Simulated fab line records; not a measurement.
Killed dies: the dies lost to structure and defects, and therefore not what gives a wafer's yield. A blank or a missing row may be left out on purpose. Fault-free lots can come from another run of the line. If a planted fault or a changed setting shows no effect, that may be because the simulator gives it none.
fab line records	flow sky130
record lots=6	wafers=18	last_day=50
route steps=708 shown VT_ADJUST_PCH@151 SONOS_TUNNEL@154 PAD_OPEN@708
lots that met no fault: taken from a fault-free run of the same line
start_h: the number of hours between the record's first day and the start of the first shown wafer of the lot	wait_h: hours from the lot's prior step to this one	" unchanged from the row above	L1.1+2: a row that stands for several wafers	- no value, or no start given	* or withheld: withheld	< > ~ a bound
route shown NAME@n: a module of which the file shows steps, and the number in the route of the first	usual: the fault-free wafers' mean and standard deviation	same: alike in all rows	chamber/n: place in a boat	sites: each site's reading	_std_site: standard deviation of those values	_edge_site: inner sites' mean taken away from outer sites' mean	radius_mm: for every site, how far away it sits from the centre of the wafer	mask NAME#n: copy n	behind: the most recent tool/chamber to have shaped the wafer	hold: why the lot was held/for how many hours/how that ended	device: whichever transistor did not switch (one of n, p or np)	end of line: the tests these same wafers got at the end of their route	a step given without rows: its recipe and nothing more	killed: dies lost to structure and defects at the first sort, not the wafer's yield	map: the dies of a wafer, with x for killed, . for not killed, _ for no die there
set.NAME: the run value of the setting; set.NAME@STEP: its run value at that earlier step	model.NAME: the simulator's own value behind a step, which no gauge read
a table for each step, a row for each wafer; lots at some steps of the route
services: when a tool's chamber went out of use (start_h, in hours from the record's first day, below 0 if earlier), for how many hours, and the reason
## steps
# step SKY_VT_ADJUST_PCH_IMPLANT_08
# recipe species=B	energy_kev=10	dose_cm2=5e+11	tilt_deg=withheld
# step SKY_VT_ADJUST_PCH_STRIP_09
# recipe chemistry=O2/N2	power_w=1400	pressure_mtorr=1500	platen_temp_c=withheld	o2_flow_sccm=3000	n2_flow_sccm=300	overash_fraction=0.5
# usual drypump_motor_current_A=5.59/0.23	oes_product_au=0.723/0.0046	strip_time_to_endpoint_s=37.01/0.1
# same overash_fraction=0.5
lot.wafer	tool	chamber	start_h	wait_h	drypump_motor_current_A	oes_product_au	rf_hours_counter_h	strip_time_to_endpoint_s
L690.1	plasma_asher-02	1	225.13	0.1	5.58	0.733	11	36.96
L690.3	"	0	"	"	5.44	0.720	-	36.97
L690.4	"	1	"	"	5.58	0.726	-	36.99
L693.1	plasma_asher-01	1	251.91	0.1	6.03	0.719	60	37.06
L693.4	"	0	"	"	5.57	0.727	-	37.05
L693.5	"	0	"	"	5.55	0.730	-	37.11
L704.3	plasma_asher-02	0	333.82	0.1	5.42	0.722	-	37.14
L704.4	"	1	"	"	5.56	0.723	-	37.14
L704.6	"	0	"	"	5.42	0.722	-	37.06
L705.1	plasma_asher-01	1	337.33	0.1	6.03	0.721	68	37.01
L705.3	"	0	"	"	5.54	0.723	-	37.08
L705.5	"	0	"	"	5.54	0.723	-	37.20
L707.2	plasma_asher-02	1	355.46	0.1	5.56	0.716	23	36.79
L707.4	"	1	"	"	5.56	0.728	-	36.92
L707.5	"	0	"	"	5.42	0.718	-	37.05
L713.2	plasma_asher-02	0	405.21	0.1	5.42	0.725	28	36.92
L713.3	"	0	"	"	5.43	0.721	-	37.01
L713.4	"	1	"	"	5.56	0.722	-	37.12
# step SKY_VT_ADJUST_PCH_TW_MEAS_10
# usual VT_ADJUST_PCH_TW=142.5/0.67
lot.wafer	tool	chamber	start_h	wait_h	VT_ADJUST_PCH_TW
L690.1	film_metro-03	-	225.23	0.1	141.8
L690.3	"	-	"	"	142.6
L690.4	"	-	"	"	143.2
L693.1	film_metro-02	-	252.01	0.1	142.4
L693.4	"	-	"	"	142.1
L693.5	"	-	"	"	142.6
L704.3	film_metro-04	-	333.90	0.1	141.5
L704.4	"	-	"	"	142.1
L704.6	"	-	"	"	141.2
L705.1	film_metro-04	-	337.43	0.1	143.6
L705.3	"	-	"	"	141.8
L705.5	"	-	"	"	142.2
L707.2	film_metro-04	-	355.57	0.1	143.0
L707.4	"	-	"	"	142.5
L707.5	"	-	"	"	143.7
L713.2	film_metro-02	-	405.32	0.1	142.2
L713.3	"	-	"	"	142.0
L713.4	"	-	"	"	141.8
# step SKY_SONOS_TUNNEL_DEHYDRATE_00
# recipe temp_c=200	time_s=60
# step SKY_SONOS_TUNNEL_HMDS_01
# recipe prime_time_s=60	prime_temp_c=120
# step SKY_SONOS_TUNNEL_COAT_02
# recipe resist=NOVOLAK	spin_rpm=3000	resist_thk_nm=1140
# step SKY_SONOS_TUNNEL_SOFTBAKE_03
# recipe temp_c=90	time_s=60	resist=NOVOLAK
# step SKY_SONOS_TUNNEL_EXPOSE_04
# recipe mask_id=TUNM	na=0.6	source_shape=conventional	sigma_outer=0.6	polarization=unpolarized	target_cd_nm=410	dose_mj=136
# step SKY_SONOS_TUNNEL_PEB_05
# recipe temp_c=withheld	time_s=*	resist=NOVOLAK
# step SKY_SONOS_TUNNEL_DEVELOP_06
# recipe resist=NOVOLAK	developer=TMAH	develop_time_s=60	dev_temp_c=23
# step SKY_SONOS_TUNNEL_CD_MEAS_07
# recipe target_cd_nm=410
# usual cd_nm=409.9/2.4
lot.wafer	tool	chamber	start_h	wait_h	cd_nm
L690.1	cd_sem-01	-	248.41	0.1	406.9
L690.3	"	-	"	"	408.4
L690.4	"	-	"	"	409.9
L693.1	cd_sem-01	-	275.91	0.1	412.3
L693.4	"	-	"	"	410.8
L693.5	"	-	"	"	412.5
L704.3	cd_sem-01	-	361.10	0.1	408.4
L704.4	"	-	"	"	408.5
L704.6	"	-	"	"	409.4
L705.1	cd_sem-02	-	363.96	0.1	406.1
L705.3	"	-	"	"	407.2
L705.5	"	-	"	"	403.8
L707.2	cd_sem-01	-	383.55	0.1	409.4
L707.4	"	-	"	"	410.3
L707.5	"	-	"	"	411.4
L713.2	cd_sem-01	-	435.55	0.1	408.5
L713.3	"	-	"	"	409.1
L713.4	"	-	"	"	409.9
# step SKY_SONOS_TUNNEL_OVL_MEAS_08
# usual SONOS_TUNNEL_OVL=-0.2/1.4
lot.wafer	tool	chamber	start_h	wait_h	SONOS_TUNNEL_OVL[nm]
L690.1	overlay-02	-	248.53	0.1	0.6
L690.3	"	-	"	"	1.1
L690.4	"	-	"	"	1.1
L693.1	overlay-01	-	276.03	0.1	1.5
L693.4	"	-	"	"	2.8
L693.5	"	-	"	"	1.2
L704.3	overlay-01	-	361.19	0.1	1.1
L704.4	"	-	"	"	2.1
L704.6	"	-	"	"	0.1
L705.1	overlay-02	-	364.08	0.1	0.8
L705.3	"	-	"	"	-0.3
L705.5	"	-	"	"	-0.5
L707.2	overlay-01	-	383.65	0.1	-1.4
L707.4	"	-	"	"	0.4
L707.5	"	-	"	"	-1.0
L713.2	overlay-02	-	435.65	0.1	0.3
L713.3	"	-	"	"	0.4
L713.4	"	-	"	"	0.0
# step SKY_SONOS_TUNNEL_IMPLANT_09
# recipe species=B	energy_kev=20	dose_cm2=1e+12	tilt_deg=withheld
# usual dose_ions_cm2=9.998e+11/9.6e+08	faraday_current_uA=5.64/0.11
lot.wafer	tool	chamber	start_h	wait_h	dose_ions_cm2	faraday_current_uA
L690.1	implanter-03	0	248.57	0.0	9.976e+11	5.69
L690.3	"	0	"	"	9.994e+11	5.70
L690.4	"	0	"	"	9.998e+11	5.69
L693.1	implanter-04	0	276.07	0.0	9.977e+11	5.69
L693.4	"	0	"	"	9.993e+11	5.62
L693.5	"	0	"	"	9.992e+11	5.60
L704.3	implanter-03	0	361.27	0.1	1.6132e+12	9.20
L704.4	"	0	"	"	1.6126e+12	9.03
L704.6	"	0	"	"	1.6119e+12	9.12
L705.1	implanter-04	0	364.12	0.0	9.998e+11	5.82
L705.3	"	0	"	"	9.982e+11	5.48
L705.5	"	0	"	"	1.0003e+12	5.51
L707.2	implanter-03	0	383.71	0.0	1.6139e+12	9.12
L707.4	"	0	"	"	1.6129e+12	8.83
L707.5	"	0	"	"	1.6123e+12	9.00
L713.2	implanter-01	0	435.71	0.0	1.0004e+12	5.71
L713.3	"	0	"	"	1.0017e+12	5.62
L713.4	"	0	"	"	1.0018e+12	5.72
# step SKY_SONOS_TUNNEL_WET_ETCH_10
# recipe chemistry=dHF	target_depth_nm=14	target=SiO2	dilution=100:1	temp_c=25	time_s=280
# step SKY_SONOS_TUNNEL_STRIP_11
# recipe chemistry=SPM	time_s=600	temp_c=130
# step SKY_SONOS_TUNNEL_TW_MEAS_12
# usual SONOS_TUNNEL_TW=197.3/1.3
lot.wafer	tool	chamber	start_h	wait_h	SONOS_TUNNEL_TW
L690.1	film_metro-04	-	249.00	0.0	198.8
L690.3	"	-	"	"	198.0
L690.4	"	-	"	"	198.9
L693.1	film_metro-04	-	276.48	0.0	197.7
L693.4	"	-	"	"	197.7
L693.5	"	-	"	"	197.1
L704.3	film_metro-04	-	361.66	0.0	225.0
L704.4	"	-	"	"	225.2
L704.6	"	-	"	"	225.1
L705.1	film_metro-02	-	364.54	0.0	196.6
L705.3	"	-	"	"	196.8
L705.5	"	-	"	"	197.4
L707.2	film_metro-04	-	384.13	0.0	223.6
L707.4	"	-	"	"	225.0
L707.5	"	-	"	"	224.8
L713.2	film_metro-02	-	436.19	0.0	200.6
L713.3	"	-	"	"	200.2
L713.4	"	-	"	"	200.5
# step SKY_SONOS_TUNNEL_CLEAN_13
# recipe chemistry=dHF	time_s=20	dilution=100:1	dry=ipa_marangoni
# step SKY_PAD_OPEN_PROBE_99
# usual killed_at_M0_to_M3=44/6	killed_at_M4_up=2.9/1.5	killed_at_contacts=24/4.9	killed_at_front_end=16/4.3	killed_at_other=0.3/0.54	killed_dies=87/8.7	killed_open=48/6.7	killed_short=39/5.9
# same gross_dies=492	killed_at_back_side=0
lot.wafer	tool	chamber	start_h	wait_h	killed_at_M0_to_M3	killed_at_M4_up	killed_at_contacts	killed_at_front_end	killed_at_other	killed_dies	killed_open	killed_short	model.etest.tip_sonos.rs_ohm_sq	model.etest.sonos_uncharged.r_on_ohm_um	model.etest.sonos_baked.vt_v	model.etest.sonos_programmed.vt_v	model.etest.sonos_uncharged.vt_v	model.etest.sonos_erased.vt_v
L690.1	prober-02	-	1081.63	0.1	35	1	19	12	0	67	29	38	2612	791	1.039	1.508	-0.5006	-2.265
L690.3	prober-02	-	1081.73	0.2	50	6	24	16	0	96	57	39	2639	788.8	0.9989	1.538	-0.46	-2.303
L690.4	prober-02	-	1081.78	0.2	40	1	23	21	0	85	44	41	2618	826	0.9548	1.467	-0.3892	-2.278
L693.1	prober-02	-	1101.93	0.1	50	7	31	24	0	112	64	48	2668	814.3	0.9203	1.455	-0.4321	-2.311
L693.4	prober-02	-	1102.08	0.2	43	1	31	7	0	82	37	45	2624	815.5	0.9459	1.484	-0.4291	-2.274
L693.5	prober-02	-	1102.13	0.2	49	3	23	13	1	89	42	46	2583	803.6	0.9276	1.468	-0.4428	-2.291
L704.3	prober-02	-	1153.92	0.2	43	2	27	18	0	90	55	34	2805	854.4	1.077	1.597	-0.2926	-2.114
L704.4	prober-02	-	1153.97	0.2	38	7	34	19	0	98	56	42	2866	854.9	1.051	1.555	-0.2929	-2.062
L704.6	prober-02	-	1154.07	0.2	49	2	18	18	1	88	47	40	2857	850.7	1.061	1.509	-0.3153	-2.021
L705.1	prober-01	-	1157.41	0.1	48	2	21	16	0	87	50	37	2542	806.4	0.8972	1.312	-0.4594	-2.212
L705.3	prober-01	-	1157.51	0.2	38	3	28	8	0	77	44	32	2545	819.9	0.8329	1.416	-0.4286	-2.262
L705.5	prober-01	-	1157.61	0.2	46	3	19	20	1	89	45	44	2542	808.6	0.8723	1.337	-0.4155	-2.207
L707.2	prober-01	-	1169.07	0.1	50	3	14	11	1	79	47	31	2737	856.2	1.112	1.607	-0.3084	-2.108
L707.4	prober-01	-	1169.17	0.2	31	4	22	12	0	69	36	31	2779	841.7	1.097	1.545	-0.3066	-2.054
L707.5	prober-01	-	1169.22	0.2	37	2	28	12	0	79	43	36	2794	851.7	1.093	1.593	-0.2768	-2.122
L713.2	prober-01	-	1198.40	0.1	48	4	21	21	0	94	53	41	2626	823.7	0.9851	1.52	-0.4254	-2.347
L713.3	prober-01	-	1198.45	0.2	37	4	34	17	1	93	41	52	2704	816.9	0.9746	1.499	-0.4027	-2.296
L713.4	prober-01	-	1198.50	0.2	44	4	24	20	0	92	52	40	2700	799	1.02	1.534	-0.4439	-2.319
# killed by level:class
L690.1 VIA1:geometric_particle:open=8 METAL2:geometric_particle:short=6 VIA2:geometric_particle:open=6 LI_CONTACT:geometric_particle:open=5 LOCAL_INTERCONNECT:geometric_particle:short=5 VIA1:geometric_particle:short=5 CONTACT:geometric_particle:short=4 CONTACT:geometric_particle:open=4
L690.3 VIA1:geometric_particle:open=17 VIA1:geometric_particle:short=9 CONTACT:geometric_particle:open=9 VIA2:geometric_particle:open=9 LI_CONTACT:geometric_particle:open=7 POLY_GATE:geometric_particle:open=6 POLY_GATE:geometric_particle:short=4 FIELD_ISO:geometric_particle:short=3
L690.4 CONTACT:geometric_particle:open=12 VIA1:geometric_particle:open=9 VIA1:geometric_particle:short=7 FIELD_ISO:geometric_particle:short=6 VIA2:geometric_particle:open=5 FIELD_ISO:geometric_particle:open=4 POLY_GATE:geometric_particle:open=4 CONTACT:geometric_particle:short=4
L693.1 LI_CONTACT:geometric_particle:open=10 FIELD_ISO:geometric_particle:short=9 VIA1:geometric_particle:open=9 CONTACT:geometric_particle:open=9 VIA3:geometric_particle:open=9 VIA2:geometric_particle:open=8 METAL1:geometric_particle:short=7 FIELD_ISO:geometric_particle:open=5
L693.4 CONTACT:geometric_particle:open=13 VIA1:geometric_particle:short=7 METAL2:geometric_particle:short=7 LI_CONTACT:geometric_particle:open=6 VIA1:geometric_particle:open=6 VIA2:geometric_particle:open=6 LOCAL_INTERCONNECT:geometric_particle:short=5 CONTACT:geometric_particle:short=5
L693.5 METAL2:geometric_particle:short=10 VIA1:geometric_particle:open=10 CONTACT:geometric_particle:open=8 LI_CONTACT:geometric_particle:open=6 CONTACT:geometric_particle:short=6 VIA2:geometric_particle:open=6 VIA1:geometric_particle:short=5 METAL3:geometric_particle:short=5
L704.3 VIA3:geometric_particle:open=10 VIA1:geometric_particle:open=9 CONTACT:geometric_particle:open=8 LI_CONTACT:geometric_particle:open=7 METAL1:geometric_particle:short=6 POLY_GATE:geometric_particle:open=5 FIELD_ISO:geometric_particle:open=4 FIELD_ISO:geometric_particle:short=4
L704.4 CONTACT:geometric_particle:open=15 CONTACT:geometric_particle:short=7 METAL2:geometric_particle:short=7 VIA1:geometric_particle:open=7 POLY_GATE:geometric_particle:open=6 VIA3:geometric_particle:open=6 LOCAL_INTERCONNECT:geometric_particle:open=5 VIA2:geometric_particle:open=5
L704.6 VIA3:geometric_particle:open=7 POLY_GATE:geometric_particle:short=6 LI_CONTACT:geometric_particle:open=6 CONTACT:geometric_particle:open=6 METAL1:geometric_particle:short=6 VIA1:geometric_particle:open=6 VIA2:geometric_particle:open=6 METAL2:geometric_particle:short=5
L705.1 VIA1:geometric_particle:open=13 CONTACT:geometric_particle:open=8 POLY_GATE:geometric_particle:short=8 LI_CONTACT:geometric_particle:open=8 VIA1:geometric_particle:short=7 VIA2:geometric_particle:open=6 VIA3:geometric_particle:open=5 POLY_GATE:geometric_particle:open=4
L705.3 LI_CONTACT:geometric_particle:open=9 CONTACT:geometric_particle:open=8 VIA2:geometric_particle:open=8 VIA1:geometric_particle:open=8 VIA1:geometric_particle:short=6 CONTACT:geometric_particle:short=5 LI_CONTACT:geometric_particle:short=4 VIA3:geometric_particle:short=4
L705.5 VIA1:geometric_particle:open=13 METAL1:geometric_particle:short=9 CONTACT:geometric_particle:open=7 LI_CONTACT:geometric_particle:open=5 VIA1:geometric_particle:short=5 VIA3:geometric_particle:open=5 FIELD_ISO:geometric_particle:short=4 FIELD_ISO:geometric_particle:open=4
L707.2 VIA1:geometric_particle:open=15 VIA3:geometric_particle:open=12 METAL2:geometric_particle:short=5 VIA2:geometric_particle:open=5 POLY_GATE:geometric_particle:open=4 CONTACT:geometric_particle:short=4 CONTACT:geometric_particle:open=4 METAL1:geometric_particle:short=4
L707.4 VIA1:geometric_particle:open=8 LOCAL_INTERCONNECT:geometric_particle:short=7 VIA3:geometric_particle:open=6 LI_CONTACT:geometric_particle:open=6 CONTACT:geometric_particle:open=5 CONTACT:geometric_particle:short=4 METAL1:geometric_particle:short=4 VIA2:geometric_particle:short=3
L707.5 VIA1:geometric_particle:open=14 CONTACT:geometric_particle:open=9 LI_CONTACT:geometric_particle:open=8 CONTACT:geometric_particle:short=6 VIA1:geometric_particle:short=5 POLY_GATE:geometric_particle:short=4 LI_CONTACT:geometric_particle:short=4 VIA2:geometric_particle:open=4
L713.2 VIA2:geometric_particle:open=11 VIA1:geometric_particle:short=10 VIA1:geometric_particle:open=8 FIELD_ISO:geometric_particle:open=7 LI_CONTACT:geometric_particle:open=7 CONTACT:geometric_particle:open=7 FIELD_ISO:geometric_particle:short=6 CONTACT:geometric_particle:short=6
L713.3 CONTACT:geometric_particle:open=11 CONTACT:geometric_particle:short=9 LI_CONTACT:geometric_particle:open=8 METAL1:geometric_particle:short=6 VIA3:geometric_particle:short=6 FIELD_ISO:geometric_particle:short=5 VIA2:geometric_particle:open=5 VIA1:geometric_particle:open=5
L713.4 CONTACT:geometric_particle:open=9 VIA1:geometric_particle:open=9 METAL1:geometric_particle:short=8 VIA2:geometric_particle:open=8 POLY_GATE:geometric_particle:open=6 LI_CONTACT:geometric_particle:open=6 CONTACT:geometric_particle:short=6 POLY_GATE:geometric_particle:short=4
## services
tool	chamber	start_h	hours	kind
implanter-03	-	269.34	2.3	repair
implanter-03	-	272.41	4.3	repair
implanter-01	-	328.94	4.8	pm
plasma_asher-02	-	345.39	1.0	repair
implanter-04	-	393.68	3.7	pm
implanter-03	-	400.55	8.2	pm
implanter-01	-	412.87	2.2	repair
plasma_asher-01	-	421.25	9.0	pm
plasma_asher-01	0	421.25	9.0	vent_cycle
plasma_asher-01	1	421.25	9.0	vent_cycle
plasma_asher-01	0	430.25	-	clean
plasma_asher-01	1	430.25	-	clean
implanter-03	-	432.40	10.2	pm
## key
first_sign step=SKY_SONOS_TUNNEL_IMPLANT_09	reading=dose_ions_cm2	direction=up	sigmas=99+	usual=*	struck=*
effect step=SKY_SONOS_TUNNEL_IMPLANT_09	reading=faraday_current_uA	direction=up	sigmas=31	usual=5.64	struck=9.05
effect step=SKY_SONOS_TUNNEL_TW_MEAS_12	reading=SONOS_TUNNEL_TW	direction=up	sigmas=22	usual=197.3	struck=224.8
model_effect step=SKY_PAD_OPEN_PROBE_99	value=etest.tip_sonos.rs_ohm_sq	without=2712	struck=2806
met_at SKY_SONOS_TUNNEL_IMPLANT_09
struck_wafers L704.3,L704.4,L704.6,L707.2,L707.4,L707.5
tester_left_out L704,L707
onset_between 248.57 361.27
fault kind=process_parameter_drift	tool=implanter-03	chamber=-	onset_h=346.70	steps=SKY_SONOS_TUNNEL_IMPLANT_09	channel=dose_cm2	offset=*	shape=step	end_h=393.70	acts_in=*	stated=*
# tester_left_out: of these lots the tester's yield and bins aren't shown, on N5 and GAA mostly nor the transistor test; their killed dies are dies lost to structure and defects alone, not to doping, threshold or leakage, so they don't give the yield
